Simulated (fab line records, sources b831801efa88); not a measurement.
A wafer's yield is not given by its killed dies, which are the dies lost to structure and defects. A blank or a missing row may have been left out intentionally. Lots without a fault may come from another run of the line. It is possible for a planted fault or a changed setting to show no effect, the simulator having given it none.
Matching of chambers	flow sky130	rie_diel-03 running SKY_VIA2_ETCH_15: 4 sister chambers
The step etches SiO2 in C4F8/O2/Ar, stops on TiN, target depth 546 nm, time 84 s. 4 wafers are shown with their chamber, then 10 later ones without.

## WAFERS, EACH WITH ITS CHAMBER
wafer	chamber	oes_product_au (a.u.)
L088.5	0	0.938
L088.6	1	0.946
L089.1	3	0.943
L089.3	2	0.938

## WAFERS WITH NO CHAMBER GIVEN
wafer	oes_product_au (a.u.)
L089.5	0.943
L092.1	0.933
L092.2	0.944
L092.6	0.937
L093.1	0.941
L093.2	0.942
L093.3	0.929
L097.3	0.946
L097.5	0.939
L097.6	0.940

## CHAMBER TAKEN BY EACH
wafer	from the rows above	in truth
L089.5	can't be placed: 3 or 1 or 0 or 2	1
L092.1	can't be placed: 0 or 2 or 3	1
L092.2	can't be placed: 3 or 1 or 0 or 2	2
L092.6	can't be placed: 0 or 2 or 3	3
L093.1	can't be placed: 3 or 0 or 2 or 1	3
L093.2	can't be placed: 3 or 0 or 1 or 2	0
L093.3	can't be placed: 0 or 2 or 3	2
L097.3	can't be placed: 1 or 3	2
L097.5	can't be placed: 0 or 2 or 3 or 1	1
L097.6	can't be placed: 0 or 2 or 3 or 1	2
Correctly placed: 0 of 10. Cannot be placed on the basis of these rows: 10; the candidates contain the true chamber in 8. Wrongly placed: 0.
How it was worked out, from the rows above alone: a wafer's distance from a chamber is the root of the sum, over the readings, of the square of ((its reading less the chamber's mean) divided by the reading's scatter). The wafer belongs to the nearest chamber; if the next one is less than 2 further off, it can't be placed. Each chamber's mean is taken over the wafers shown for it. The scatter (one wafer shown for each chamber): square how far every hidden wafer sits from the nearest shown wafer, average those squares and take the square root.
